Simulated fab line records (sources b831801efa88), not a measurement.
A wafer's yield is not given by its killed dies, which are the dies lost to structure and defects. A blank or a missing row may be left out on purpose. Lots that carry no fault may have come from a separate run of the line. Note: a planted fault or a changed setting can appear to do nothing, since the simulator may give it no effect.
Which of the tools did it? :: flow gf180mcu :: Sampling: 13 lots, 39 wafers, 3 of 602 route steps

WHAT EACH GAUGE READ, for each wafer
GF_DNWELL_TW_MEAS_09. Usual: DNWELL_TW typically reads 1349, with standard deviation 15.
lot: L178
measured: day 2 18:11
on: film_metro-02
DNWELL_TW: 1351 1350 1352
flag: 

lot: L179
measured: day 3 00:38
on: film_metro-04
DNWELL_TW: 1344 1341 1345
flag: 

lot: L180
measured: day 3 06:25
on: film_metro-04
DNWELL_TW: 1349 1340 1338
flag: 

lot: L181
measured: day 3 10:27
on: film_metro-02
DNWELL_TW: 1360 1363 1362
flag: 

lot: L182
measured: day 3 16:13
on: film_metro-04
DNWELL_TW: 1357 1362 1355
flag: 

lot: L183
measured: day 3 21:33
on: film_metro-02
DNWELL_TW: 1362 1359 1372
flag: 

lot: L190
measured: day 5 10:28
on: film_metro-04
DNWELL_TW: 1329 1337 1335
flag: 

lot: L193
measured: day 6 03:29
on: film_metro-04
DNWELL_TW: 1343 1345 1339
flag: 

lot: L195
measured: day 6 15:04
on: film_metro-01
DNWELL_TW: 1349 1342 1343
flag: 

lot: L196
measured: day 6 20:54
on: film_metro-04
DNWELL_TW: 1336 1338 1342
flag: 

lot: L198
measured: day 7 05:31
on: film_metro-02
DNWELL_TW: 1357 1353 1357
flag: 

lot: L200
measured: day 7 15:31
on: film_metro-02
DNWELL_TW: 1352 1358 1361
flag: 

lot: L201
measured: day 7 20:07
on: film_metro-04
DNWELL_TW: 1317 1319 1321
flag: 

GF_VT_IMPLANT_RS_MEAS_48: a four-point-probe measurement. Usual: LVPWELL_RS typically reads 1198 ohm/sq, with standard deviation 3.6.
lot: L178
measured: day 7 15:01
on: film_metro-03
LVPWELL_RS (ohm/sq): 1196 1196 1194
flag: 

lot: L179
measured: day 7 21:57
on: film_metro-01
LVPWELL_RS (ohm/sq): 1193 1195 1197
flag: 

lot: L180
measured: day 8 04:37
on: film_metro-03
LVPWELL_RS (ohm/sq): 1189 1193 1191
flag: 

lot: L181
measured: day 8 09:26
on: film_metro-01
LVPWELL_RS (ohm/sq): 1195 1197 1196
flag: 

lot: L182
measured: day 8 18:13
on: film_metro-03
LVPWELL_RS (ohm/sq): 1197 1200 1194
flag: 

lot: L183
measured: day 9 00:05
on: film_metro-03
LVPWELL_RS (ohm/sq): 1197 1194 1197
flag: 

lot: L190
measured: day 10 22:49
on: film_metro-04
LVPWELL_RS (ohm/sq): 1211 1209 1198
flag: 

lot: L193
measured: day 11 21:35
on: film_metro-03
LVPWELL_RS (ohm/sq): 1193 1196 1196
flag: 

lot: L195
measured: day 12 15:14
on: film_metro-01
LVPWELL_RS (ohm/sq): 1196 1199 1202
flag: 

lot: L196
measured: day 12 18:58
on: film_metro-01
LVPWELL_RS (ohm/sq): 1199 1197 1193
flag: 

lot: L198
measured: day 13 06:16
on: film_metro-01
LVPWELL_RS (ohm/sq): 1197 1197 1197
flag: 

lot: L200
measured: day 13 19:22
on: film_metro-04
LVPWELL_RS (ohm/sq): 1204 1202 1205
flag: 

lot: L201
measured: day 14 00:08
on: film_metro-01
LVPWELL_RS (ohm/sq): 1196 1196 1201
flag: 

WHAT TOOL EACH LOT RAN ON (gives the tool, then ch and the chambers of the sampled wafers, and finally the start)
lot: L178
GF_LVPWELL_IMPLANT_09: implanter-03 ch 0, day 3 20:49

lot: L179
GF_LVPWELL_IMPLANT_09: implanter-01 ch 0, day 4 03:16

lot: L180
GF_LVPWELL_IMPLANT_09: implanter-01 ch 0, day 4 09:41

lot: L181
GF_LVPWELL_IMPLANT_09: implanter-01 ch 0, day 4 13:16

lot: L182
GF_LVPWELL_IMPLANT_09: implanter-03 ch 0, day 4 19:52

lot: L183
GF_LVPWELL_IMPLANT_09: implanter-02 ch 0, day 5 02:29

lot: L190
GF_LVPWELL_IMPLANT_09: implanter-02 ch 0, day 6 16:02

lot: L193
GF_LVPWELL_IMPLANT_09: implanter-01 ch 0, day 7 10:20

lot: L195
GF_LVPWELL_IMPLANT_09: implanter-01 ch 0, day 7 23:34

lot: L196
GF_LVPWELL_IMPLANT_09: implanter-03 ch 0, day 8 04:43

lot: L198
GF_LVPWELL_IMPLANT_09: implanter-01 ch 0, day 8 14:07

lot: L200
GF_LVPWELL_IMPLANT_09: implanter-03 ch 0, day 9 01:19

lot: L201
GF_LVPWELL_IMPLANT_09: implanter-01 ch 0, day 9 06:14
- GF_LVPWELL_IMPLANT_09

WHAT THE TOOLS THEMSELVES READ (means of the sampled wafers that have a number; where no wafer has one, the mark that the record gives instead)
GF_LVPWELL_IMPLANT_09. Usual: faraday_current_uA at 28.1, with a standard deviation of 0.59.
lot: L178
tool: implanter-03
faraday_current_uA: 27.6
flag: 

lot: L179
tool: implanter-01
faraday_current_uA: 28.5
flag: 

lot: L180
tool: implanter-01
faraday_current_uA: 27.9
flag: 

lot: L181
tool: implanter-01
faraday_current_uA: 27.8
flag: 

lot: L182
tool: implanter-03
faraday_current_uA: 27.7
flag: 

lot: L183
tool: implanter-02
faraday_current_uA: 27.3
flag: 

lot: L190
tool: implanter-02
faraday_current_uA: 27.3
flag: 

lot: L193
tool: implanter-01
faraday_current_uA: 28.5
flag: 

lot: L195
tool: implanter-01
faraday_current_uA: 28.1
flag: 

lot: L196
tool: implanter-03
faraday_current_uA: 28.1
flag: 

lot: L198
tool: implanter-01
faraday_current_uA: 27.7
flag: 

lot: L200
tool: implanter-03
faraday_current_uA: 28.4
flag: 

lot: L201
tool: implanter-01
faraday_current_uA: 28.3
flag: 

THE ANSWER, worked out from the rows above alone
Rule: take the mean of a lot's wafers that have a number; if it is more than 3 standard deviations from the usual mean, the lot is off. A lot without any number at a reading at which 4 lots or more have one is off too. The other lots that the step has rows for count as sound. After the gauges, taken in route order, come the tools' own readings; for these a lot's mean is taken, as printed above. At the first step where some lot is off, the reading lying furthest off is the one used; lots without a number count as furthest.
No lot is off at any reading shown: from this, nothing can be told.

WHAT WAS PUT IN BY THE SIMULATOR
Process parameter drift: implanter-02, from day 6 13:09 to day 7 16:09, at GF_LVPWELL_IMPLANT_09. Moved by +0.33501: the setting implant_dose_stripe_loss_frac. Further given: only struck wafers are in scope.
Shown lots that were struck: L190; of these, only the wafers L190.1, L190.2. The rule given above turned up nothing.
